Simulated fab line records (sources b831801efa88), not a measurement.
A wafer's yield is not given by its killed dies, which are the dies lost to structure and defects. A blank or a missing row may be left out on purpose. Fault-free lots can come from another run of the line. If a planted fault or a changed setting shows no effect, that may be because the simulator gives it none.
fab line records	flow sky130
record: lots: 5	wafers: 15	last-day: 50
route steps=708 shown FIELD_ISO@2 NWELL@32 SONOS_TUNNEL@160 PAD_OPEN@708
lots with no fault: from the same line, run without faults
start-h: hours from the record's opening day to when the first of the lot's shown wafers began	wait-h: hours since the lot's step before	" identical to the entry in the row above	L1.1+2: one row covering several wafers at once	- value missing, or start not given	* or withheld: withheld	< > ~ a bound
route shown NAME@n: a module of which the file shows steps, and the number in the route of the first	usual: mean and standard deviation over wafers with no fault	same: alike in all rows	chamber/n: place in a boat	sites: readings site by site	_std_site: how widely they spread, as a standard deviation	_edge_site: mean of outer sites minus mean of inner sites	radius-mm: how far each site lies from the wafer's centre	mask NAME#n: copy n	behind: the last tool/chamber to shape the wafer	hold: cause of the lot's hold/its duration in hours/its outcome	device: transistor that didn't switch, given as n, p or np	end of line: the route-end tests of the same wafers	step lacking rows: just its recipe	killed: not the wafer's yield, but the dies lost to structure and defects at the first sort	map: shows each die of a wafer: x if killed, . if not, _ if none is there
set.NAME: the setting as run; set.NAME@STEP: as run at that earlier step	model.NAME: the simulator's own value behind a step, which no gauge read
certain route steps with their lots: each step a table, each wafer a row
services: the hour from which a tool's chamber was out of use, counted from the record's first day as start-h (under 0 if before that day), plus the number of hours and why
== steps ==
step: SKY_FIELD_ISO_OXIDATION_01
recipe: temp-c: 900	ambient: O2	stabilise-s: 600	purge-s: 300	target-thk-a: 120	ox-time-s: 1919
step: SKY_FIELD_ISO_CVD_03
recipe: material: Si3N4	precursor: DCS/NH3	target-thk-nm: 165	temp-c: 770	time-s: 2830	pressure-mtorr: 250
usual: spike-tc-centre-C: 771.0/1.3	spike-tc-top-C: 782/3.7	spike-tc-upper-C: 768.9/1.4	zone-power-bottom-pct: 18.6/2.7	zone-power-centre-pct: 13.1/1.3	zone-power-top-pct: 24.5/1.4	zone-power-upper-pct: 13.67/0.28
lot.wafer	tool	chamber	start-h	wait-h	spike-tc-centre-C	spike-tc-top-C	spike-tc-upper-C	zone-power-bottom-pct	zone-power-centre-pct	zone-power-top-pct	zone-power-upper-pct	model.Si3N4_of_FIELD_ISO_CVD_03.thk-nm
L180.1	lpcvd-02	0	37.77	1.1	777.3	793	722.4	21.2	20.4	30.3	0.20	120.2
L180.3	"	0	"	"	777.2	793	721.7	21.4	20.4	29.7	0.19	112.1
L180.5	"	0	"	"	778.2	793	723.8	21.1	20.4	30.5	0.20	114.8
L181.3	lpcvd-02	0	42.44	0.0	778.0	792	722.3	21.5	20.6	30.1	0.19	114.7
L181.5	"	0	"	"	777.5	794	725.0	21.5	20.3	29.7	0.20	114.9
L181.6	"	0	"	"	778.1	792	724.9	21.2	20.5	29.7	0.19	120.7
L182.1	lpcvd-02	0	46.69	0.1	777.5	793	722.5	21.1	20.4	30.1	0.20	121.9
L182.2	"	0	"	"	776.8	793	722.8	20.9	20.4	30.3	0.19	117.4
L182.3	"	0	"	"	776.2	794	722.4	21.5	20.2	29.9	0.20	115.5
L197.1	lpcvd-02	1	124.35	0.1	768.4	778	771.4	15.6	11.8	26.3	14.00	167.8
L197.3	"	1	"	"	769.9	778	770.9	15.8	11.6	25.6	14.15	167.7
L197.6	"	1	"	"	769.3	780	770.5	15.7	11.6	26.3	14.03	165.8
L198.2	lpcvd-02	1	128.66	0.0	769.5	778	768.5	15.7	11.5	26.5	13.83	165.6
L198.5	"	1	"	"	770.3	777	767.6	15.8	11.7	26.2	13.99	165.9
L198.6	"	1	"	"	768.4	779	769.7	15.6	11.5	25.8	13.70	165.7
step: SKY_FIELD_ISO_THK_MEAS_04
recipe: reads: Si3N4_of_FIELD_ISO_CVD_03
usual: FIELD_ISO_CVD_03_THK: 165.9/1.6
lot.wafer	tool	chamber	start-h	wait-h	hold	FIELD_ISO_CVD_03_THK[nm]
L180.1	film-metro-03	-	39.55	0.0	await-dispo/0.2h/release	120.3
L180.3	"	-	"	"	await-dispo/0.2h/release	112.3
L180.5	"	-	"	"	await-dispo/0.2h/release	114.8
L180.1	film-metro-03	-	39.78	0.2	-	120.2
L180.3	"	-	"	"	-	112.1
L180.5	"	-	"	"	-	114.8
L181.3	film-metro-02	-	44.25	0.0	await-dispo/0.2h/release	114.7
L181.5	"	-	"	"	await-dispo/0.2h/release	114.9
L181.6	"	-	"	"	await-dispo/0.2h/release	120.8
L181.3	film-metro-02	-	44.48	0.2	-	114.8
L181.5	"	-	"	"	-	114.8
L181.6	"	-	"	"	-	120.7
L182.1	film-metro-03	-	48.48	0.0	await-dispo/0.2h/release	121.8
L182.2	"	-	"	"	await-dispo/0.2h/release	117.4
L182.3	"	-	"	"	await-dispo/0.2h/release	115.4
L182.1	film-metro-03	-	48.70	0.2	-	121.9
L182.2	"	-	"	"	-	117.4
L182.3	"	-	"	"	-	115.5
L197.1	film-metro-04	-	127.03	0.0	-	167.8
L197.3	"	-	"	"	-	167.7
L197.6	"	-	"	"	-	165.9
L198.2	film-metro-03	-	132.69	0.0	-	165.5
L198.5	"	-	"	"	-	166.0
L198.6	"	-	"	"	-	165.6
step: SKY_FIELD_ISO_HMDS_06
recipe: prime-time-s: 60	prime-temp-c: 120
step: SKY_FIELD_ISO_COAT_07
recipe: resist: BARC	temp-c: withheld	time-s: withheld	spin-rpm: 3000	resist-thk-nm: 60
step: SKY_FIELD_ISO_COAT_08
recipe: resist: KrF-thick	spin-rpm: 3000	resist-thk-nm: 450
step: SKY_FIELD_ISO_SOFTBAKE_09
recipe: temp-c: 100	time-s: 90	resist: KrF-thick
step: SKY_FIELD_ISO_EXPOSE_10
recipe: mask-id: FOM	na: 0.68	source-shape: annular	sigma-inner: 0.4	sigma-outer: 0.8	target-cd-nm: 150	dose-mj: 28
step: SKY_FIELD_ISO_PEB_11
recipe: peb-temp-c: withheld	peb-time-s: withheld	resist: KrF-thick
step: SKY_FIELD_ISO_DEVELOP_12
recipe: develop-time-s: 60	resist: KrF-thick	dev-temp-c: 21
step: SKY_FIELD_ISO_ETCH_14
recipe: chemistry: N2/H2	target: BARC	ion-energy-ev: 200	source-w: 500	bias-w: 100	pressure-mtorr: 30	n2-flow-sccm: 100	h2-flow-sccm: 200	stop-on: SiO2	time-s: 45.9	target-depth-a: 600
step: SKY_FIELD_ISO_ETCH_15
recipe: chemistry: CHF3/O2	target-depth-nm: 180	stop-on: Si	source-w: 600	bias-w: 200	pressure-mtorr: 40	chf3-flow-sccm: 50	O2_flow_sccm: 5	time-s: 72
usual: O2_flow_sccm: 5.001/0.015	chf3-flow-sccm: 50.03/0.17	drypump-motor-current-A: 5.6/0.5	oes-product-au: 0.949/0.0072	rf-fwd-power-W: 595.9/2	throttle-valve-pct: 8.845/0.0099
lot.wafer	tool	chamber	start-h	wait-h	O2_flow_sccm	chf3-flow-sccm	drypump-motor-current-A	oes-product-au	rf-fwd-power-W	rf-hours-counter-h	throttle-valve-pct	model.etch.depth-nm
L180.1	rie-diel-02	2	55.41	0.0	5.013	50.05	5.6	0.783	597.7	26	8.789	120.2
L180.3	"	0	"	"	4.996	50.04	5.3	0.770	593.7	23	8.782	112.1
L180.5	"	0	"	"	5.001	50.03	5.4	0.770	594.8	-	8.782	114.8
L181.3	rie-diel-02	1	60.76	0.0	4.982	50.02	5.4	0.774	597.9	68	8.788	114.7
L181.5	"	1	"	"	5.029	50.08	5.4	0.780	597.3	-	8.788	114.9
L181.6	"	0	"	"	4.982	50.07	5.3	0.798	597.4	-	8.810	120.7
L182.1	rie-diel-04	1	64.21	0.0	5.013	49.97	5.6	0.798	594.1	79	8.806	121.9
L182.2	"	0	"	"	5.014	50.38	4.8	0.785	592.0	112	8.789	117.4
L182.3	"	3	"	"	4.994	50.33	5.1	0.781	593.6	106	8.792	115.5
L197.1	rie-diel-04	1	145.26	0.0	4.983	49.86	5.6	0.953	595.7	81	8.835	167.8
L197.3	"	0	"	"	4.994	49.84	4.8	0.955	593.1	113	8.854	167.7
L197.6	"	1	"	"	5.004	49.76	5.6	0.949	596.7	-	8.857	165.8
L198.2	rie-diel-04	0	150.22	0.0	4.994	49.90	4.8	0.949	591.5	114	8.845	165.6
L198.5	"	2	"	"	4.982	50.14	6.1	0.951	595.0	-	8.849	165.9
L198.6	"	3	"	"	5.015	50.13	5.1	0.950	595.2	-	8.852	165.7
step: SKY_FIELD_ISO_STRIP_16
recipe: chemistry: O2/N2	power-w: 1346	pressure-mtorr: 1500	platen-temp-c: withheld	o2-flow-sccm: 3000	n2-flow-sccm: 300	overash-fraction: 0.5
step: SKY_FIELD_ISO_ETCH_17
recipe: target-depth-a: 3420	mask-material: Si3N4	chemistry: HBr/Cl2/O2	target: Si	taper-deg: 5	icp-w: 600	bias-w: 150	pressure-mtorr: 15	HBr_flow_sccm: 150	Cl2_flow_sccm: 40	O2_flow_sccm: 6	time-s: 97.7
step: SKY_FIELD_ISO_WET_ETCH_18
recipe: chemistry: H3PO4	target-depth-nm: 25	temp-c: 160	target: Si3N4	time-s: 286
step: SKY_FIELD_ISO_CLEAN_19
recipe: chemistry: SC1/SC2	mix: 1:4:20	temp-c: 70	time-s: 150
step: SKY_FIELD_ISO_CLEAN_20
recipe: chemistry: dHF	time-s: 20	dilution: 100:1
step: SKY_FIELD_ISO_WET_ETCH_21
recipe: chemistry: dHF	dilution: 100:1	target-depth-nm: 20	dry: ipa-marangoni	target: SiO2	temp-c: 25	time-s: 400
step: SKY_FIELD_ISO_OXIDATION_22
recipe: temp-c: 950	ambient: O2	stabilise-s: 600	purge-s: 300	target-thk-a: 100	ox-time-s: 623
step: SKY_FIELD_ISO_CVD_24
recipe: material: SiO2	target-thk-nm: 595	temp-c: 650	sigma-open-frac: 0.3	time-s: 99.2	sih4-flow-sccm: 60	pressure-mtorr: 6
step: SKY_FIELD_ISO_ANNEAL_26
recipe: temp-c: 1000	time-s: 1800	ambient: N2
step: SKY_FIELD_ISO_CMP_27
recipe: stop-on: Si3N4	t-overpolish-s: 16	down-force-psi: 4	platen-rpm: 60	target-thk-nm: 457.8	pad-velocity-m-s: 0.94248
step: SKY_FIELD_ISO_WET_ETCH_28
recipe: chemistry: dHF	target-depth-nm: 23.7	target: SiO2	dilution: 10:1	temp-c: 25	time-s: 47
usual: bath-heat-duty-pct: 6.0/0.65
lot.wafer	tool	chamber	start-h	wait-h	bath-heat-duty-pct	model.Si3N4_of_FIELD_ISO_CVD_03.thk-nm
L180.1	wet-bench-04	2	61.73	0.1	6.1	73.74
L180.3	"	2	"	"	6.0	65.88
L180.5	"	2	"	"	6.8	68.33
L181.3	wet-bench-01	0	65.70	0.1	5.0	68.57
L181.5	"	0	"	"	6.6	68.65
L181.6	"	0	"	"	6.2	75.13
L182.1	wet-bench-02	0	68.43	0.1	5.5	75.63
L182.2	"	0	"	"	5.4	71.83
L182.3	"	0	"	"	6.3	69.13
L197.1	wet-bench-02	3	151.82	0.1	6.1	121.7
L197.3	"	3	"	"	6.3	121.9
L197.6	"	3	"	"	6.6	119.8
L198.2	wet-bench-04	2	155.89	0.2	6.2	119.3
L198.5	"	2	"	"	6.8	119.4
L198.6	"	2	"	"	6.7	119.7
step: SKY_FIELD_ISO_WET_ETCH_29
recipe: chemistry: H3PO4	target-depth-nm: 160	target: Si3N4	temp-c: 160	time-s: 1825
step: SKY_FIELD_ISO_WET_ETCH_30
recipe: chemistry: dHF	target-depth-nm: 25	target: SiO2	dilution: 10:1	temp-c: 25	time-s: 50
step: SKY_NWELL_CLEAN_00
recipe: chemistry: SC1/SC2	mix: 1:4:20	temp-c: 70	time-s: 150	dry: n2-spin
step: SKY_NWELL_OXIDATION_01
recipe: temp-c: 900	ambient: O2	stabilise-s: 600	purge-s: 300	target-thk-a: 100	ox-time-s: 1418
step: SKY_SONOS_TUNNEL_DEVELOP_06
recipe: resist: NOVOLAK	developer: TMAH	develop-time-s: 60	dev-temp-c: 23.33
lot.wafer	tool	chamber	start-h	wait-h	model.SONOS_TUNNEL.cd-nm
L180.1	litho-track-04	0	284.10	0.1	415.2
L180.3	"	0	"	"	412.9
L180.5	"	0	"	"	412.7
L181.3	litho-track-04	0	293.35	0.1	409
L181.5	"	0	"	"	406.4
L181.6	"	0	"	"	408.3
L182.1	litho-track-02	0	294.83	0.1	412.4
L182.2	"	0	"	"	412.3
L182.3	"	0	"	"	411.1
L197.1+3	litho-track-04	0	422.50	0.1	411.7
L197.6	"	0	"	"	411.3
L198.2	litho-track-03	0	430.13	0.1	406.2
L198.5	"	0	"	"	405.6
L198.6	"	0	"	"	406.3
step: SKY_PAD_OPEN_PROBE_99
usual: killed_at_M0_to_M3: 44/7.1	killed_at_M4_up: 3.1/1.8	killed-at-contacts: 24/5.3	killed-at-front-end: 15/4.5	killed-at-other: 0.2/0.42	killed-dies: 86/9.6	killed-open: 46/6.9	killed-short: 40/6.4
same: gross-dies: 492	killed-at-back-side: 0
lot.wafer	tool	chamber	start-h	wait-h	killed_at_M0_to_M3	killed_at_M4_up	killed-at-contacts	killed-at-front-end	killed-at-other	killed-dies	killed-open	killed-short	model.etest.res_p_drift_20v.line-ohm-um	model.etest.res_p_drift_20v.rs-ohm-sq	model.etest.pfet_16v.r-on-ohm-um	model.etest.res-iso-pwell.rs-ohm-sq	model.etest.res-iso-pwell.line-ohm-um	model.etest.res-nwell.line-ohm-um	model.etest.res-nwell.rs-ohm-sq	model.etest.res-nwell.width-nm
L180.1	prober-02	-	1097.83	0.1	50	5	21	13	0	89	54	35	9633	8041	1.403e+04	2542	956	1030	850.3	821.2
L180.3	prober-02	-	1097.93	0.2	50	2	27	16	0	95	56	39	9204	7800	1.382e+04	2431	915.5	1008	833.2	829.6
L180.5	prober-02	-	1098.03	0.2	44	1	27	13	0	85	45	40	9693	8025	1.392e+04	2506	952.5	1016	848.2	830
L181.3	prober-01	-	1130.61	0.2	50	3	27	14	1	95	49	46	9335	7804	1.387e+04	2440	921	959.7	801.3	830.3
L181.5	prober-01	-	1130.71	0.2	52	4	25	10	0	91	51	40	9453	7802	1.392e+04	2413	907.4	958.1	801	838
L181.6	prober-01	-	1130.76	0.2	41	1	27	10	0	79	39	40	9336	7730	1.385e+04	2396	900.9	955.6	801	832.7
L182.1	prober-02	-	1133.78	0.1	37	3	21	15	0	76	42	34	9618	8061	1.417e+04	2420	891.2	1055	862.1	814
L182.2	prober-02	-	1133.83	0.1	41	4	20	21	1	87	46	41	8915	7372	1.367e+04	2210	830.7	995.8	813.2	810.7
L182.3	prober-02	-	1133.88	0.2	45	6	22	23	0	96	55	41	9523	7741	1.403e+04	2341	872	1026	847.1	812.6
L197.1	prober-02	-	1196.92	0.1	45	4	25	21	0	95	45	50	1.148e+04	9650	1.592e+04	3752	1435	1178	1018	851.8
L197.3	prober-02	-	1197.02	0.2	49	3	29	8	1	90	47	43	1.093e+04	9203	1.554e+04	3471	1329	1142	972	845.2
L197.6	prober-02	-	1197.17	0.2	53	3	18	25	0	99	53	46	1.113e+04	9322	1.576e+04	3601	1359	1181	988.3	844.5
L198.2	prober-02	-	1198.40	0.1	43	4	21	20	0	88	49	39	1.326e+04	1.087e+04	1.573e+04	3450	1301	1184	1010	848.2
L198.5	prober-02	-	1198.55	0.2	31	3	18	25	0	77	38	39	1.304e+04	1.092e+04	1.58e+04	3426	1310	1169	995.1	842.7
L198.6	prober-02	-	1198.60	0.2	26	2	32	17	0	77	32	45	1.209e+04	1.021e+04	1.524e+04	3144	1182	1161	972.1	842.8
killed by level:class
L180.1 VIA1:geometric-particle:open=13 VIA3:geometric-particle:open=12 CONTACT:geometric-particle:open=11 METAL2:geometric-particle:short=8 VIA1:geometric-particle:short=7 POLY_GATE:geometric-particle:open=5 FIELD_ISO:geometric-particle:short=4 LI_CONTACT:geometric-particle:open=4
L180.3 VIA1:geometric-particle:open=12 VIA3:geometric-particle:open=11 LOCAL_INTERCONNECT:geometric-particle:short=8 CONTACT:geometric-particle:open=7 VIA2:geometric-particle:open=7 LI_CONTACT:geometric-particle:open=6 METAL1:geometric-particle:short=5 VIA1:geometric-particle:short=5
L180.5 VIA1:geometric-particle:open=11 CONTACT:geometric-particle:open=9 FIELD_ISO:geometric-particle:short=7 VIA2:geometric-particle:open=7 METAL1:geometric-particle:short=6 METAL2:geometric-particle:short=6 LI_CONTACT:geometric-particle:open=5 LI_CONTACT:geometric-particle:short=4
L181.3 VIA1:geometric-particle:open=11 LOCAL_INTERCONNECT:geometric-particle:short=7 VIA2:geometric-particle:short=6 LI_CONTACT:geometric-particle:open=6 CONTACT:geometric-particle:short=6 VIA3:geometric-particle:open=6 METAL2:geometric-particle:short=6 CONTACT:geometric-particle:open=5
L181.5 VIA2:geometric-particle:open=10 CONTACT:geometric-particle:open=9 VIA1:geometric-particle:open=8 LI_CONTACT:geometric-particle:open=7 METAL1:geometric-particle:short=7 VIA1:geometric-particle:short=7 FIELD_ISO:geometric-particle:open=5 VIA3:geometric-particle:open=5
L181.6 CONTACT:geometric-particle:open=11 VIA1:geometric-particle:open=8 LI_CONTACT:geometric-particle:open=5 CONTACT:geometric-particle:short=5 VIA1:geometric-particle:short=5 METAL2:geometric-particle:short=5 VIA3:geometric-particle:open=5 FIELD_ISO:geometric-particle:short=4
L182.1 CONTACT:geometric-particle:open=9 FIELD_ISO:geometric-particle:open=6 METAL1:geometric-particle:short=5 VIA1:geometric-particle:open=5 VIA3:geometric-particle:short=5 VIA3:geometric-particle:open=5 LI_CONTACT:geometric-particle:short=4 CONTACT:geometric-particle:short=4
L182.2 VIA1:geometric-particle:open=10 CONTACT:geometric-particle:open=8 METAL1:geometric-particle:short=8 POLY_GATE:geometric-particle:short=7 POLY_GATE:geometric-particle:open=7 METAL2:geometric-particle:short=6 VIA3:geometric-particle:open=4 LI_CONTACT:geometric-particle:open=4
L182.3 LI_CONTACT:geometric-particle:open=10 VIA1:geometric-particle:open=10 POLY_GATE:geometric-particle:open=9 VIA3:geometric-particle:open=6 METAL4:geometric-particle:short=6 CONTACT:geometric-particle:open=5 METAL2:geometric-particle:short=5 VIA1:geometric-particle:short=5
L197.1 VIA1:geometric-particle:open=10 VIA2:geometric-particle:open=9 CONTACT:geometric-particle:short=7 FIELD_ISO:geometric-particle:short=6 LI_CONTACT:geometric-particle:open=6 CONTACT:geometric-particle:open=6 METAL1:geometric-particle:short=6 POLY_GATE:geometric-particle:open=5
L197.3 LI_CONTACT:geometric-particle:open=10 METAL1:geometric-particle:short=8 CONTACT:geometric-particle:open=7 VIA2:geometric-particle:open=7 LOCAL_INTERCONNECT:geometric-particle:short=6 METAL2:geometric-particle:short=6 VIA3:geometric-particle:open=6 VIA1:geometric-particle:short=5
L197.6 VIA1:geometric-particle:open=14 VIA2:geometric-particle:open=10 VIA3:geometric-particle:open=8 FIELD_ISO:geometric-particle:short=6 LOCAL_INTERCONNECT:geometric-particle:short=6 CONTACT:geometric-particle:short=5 POLY_GATE:geometric-particle:short=4 SPACER:geometric-particle:short=4
L198.2 VIA1:geometric-particle:open=12 CONTACT:geometric-particle:open=7 LI_CONTACT:geometric-particle:open=6 VIA3:geometric-particle:open=6 POLY_GATE:geometric-particle:open=5 LI_CONTACT:geometric-particle:short=5 VIA1:geometric-particle:short=5 FIELD_ISO:geometric-particle:short=4
L198.5 CONTACT:geometric-particle:open=8 POLY_GATE:geometric-particle:short=8 FIELD_ISO:geometric-particle:open=5 POLY_GATE:geometric-particle:open=5 METAL1:geometric-particle:short=5 VIA1:geometric-particle:open=5 VIA1:geometric-particle:short=5 VIA2:geometric-particle:short=5
L198.6 LI_CONTACT:geometric-particle:open=8 CONTACT:geometric-particle:short=8 POLY_GATE:geometric-particle:short=7 CONTACT:geometric-particle:open=7 LI_CONTACT:geometric-particle:short=5 VIA1:geometric-particle:open=5 FIELD_ISO:geometric-particle:short=4 POLY_GATE:geometric-particle:open=4
== services ==
tool	chamber	start-h	hours	kind
rie-diel-04	1	16.43	20.9	repair
rie-diel-04	0	22.63	13.7	repair
rie-diel-02	3	52.65	16.1	repair
rie-diel-04	1	90.55	16.4	repair
rie-diel-04	-	93.17	14.6	pm
rie-diel-02	1	124.66	32.8	repair
lpcvd-02	-	132.68	17.2	pm
rie-diel-02	2	153.94	2.9	repair
wet-bench-02	-	175.28	2.4	repair
rie-diel-02	-	220.63	0.8	repair
wet-bench-01	-	273.69	19.8	repair
lpcvd-02	-	275.48	0.6	repair
wet-bench-01	-	295.48	0.6	repair
rie-diel-04	1	324.23	3.7	repair
rie-diel-02	3	324.50	4.1	repair
rie-diel-04	3	327.31	2.7	repair
lpcvd-02	-	335.47	6.0	pm
rie-diel-04	0	360.04	-	clean
rie-diel-04	0	360.04	22.3	scheduled-down
rie-diel-04	0	360.04	22.3	vent-cycle
rie-diel-02	2	371.96	5.3	repair
rie-diel-04	2	385.22	18.3	repair
lpcvd-02	-	387.27	37.3	repair
rie-diel-04	3	403.48	-	clean
== key ==
first-sign: step: SKY_FIELD_ISO_CVD_03	reading: zone-power-upper-pct	direction: down	sigmas: 49	usual: 13.67	struck: 0.20
effect: step: SKY_FIELD_ISO_CVD_03	reading: spike-tc-upper-C	direction: down	sigmas: 32	usual: 768.9	struck: 723.1
effect: step: SKY_FIELD_ISO_THK_MEAS_04	reading: visit	direction: added
effect: step: SKY_FIELD_ISO_THK_MEAS_04	reading: FIELD_ISO_CVD_03_THK	direction: down	sigmas: 30	usual: 165.9	struck: 116.9
effect: step: SKY_FIELD_ISO_ETCH_15	reading: oes-product-au	direction: down	sigmas: 23	usual: 0.949	struck: 0.782
model-effect: step: SKY_FIELD_ISO_CVD_03	value: Si3N4_of_FIELD_ISO_CVD_03.thk-nm	without: 165.7	struck: 116.9
model-effect: step: SKY_FIELD_ISO_ETCH_15	value: etch.depth-nm	without: 165.7	struck: 116.9
model-effect: step: SKY_FIELD_ISO_WET_ETCH_28	value: Si3N4_of_FIELD_ISO_CVD_03.thk-nm	without: 119.5	struck: 70.77
model-effect: step: SKY_SONOS_TUNNEL_DEVELOP_06	value: SONOS_TUNNEL.cd-nm	without: 409.7	struck: 411.2
model-effect: step: SKY_PAD_OPEN_PROBE_99	value: etest.res_p_drift_20v.line-ohm-um	without: 1.156e+04	struck: 9412
met-at SKY_FIELD_ISO_CVD_03
struck-wafers L180.1,L180.3,L180.5,L181.3,L181.5,L181.6,L182.1,L182.2,L182.3
tester-left-out L180,L181,L182
loop-trim: step: SKY_SONOS_TUNNEL_EXPOSE_04	setting: dose	lots: L180
fault: kind: process-parameter-drift	tool: lpcvd-02	chamber: 0	onset-h: 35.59	steps: SKY_FIELD_ISO_CVD_03	channel: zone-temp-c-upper	offset: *	shape: step	end-h: 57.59
tester-left-out: of these lots the tester's yield and bins aren't shown, on N5 and GAA mostly nor the transistor test; their killed dies are dies lost to structure and defects alone, not to doping, threshold or leakage, so they don't give the yield
loop-trim: a control loop set the setting to another value than it would have without faults
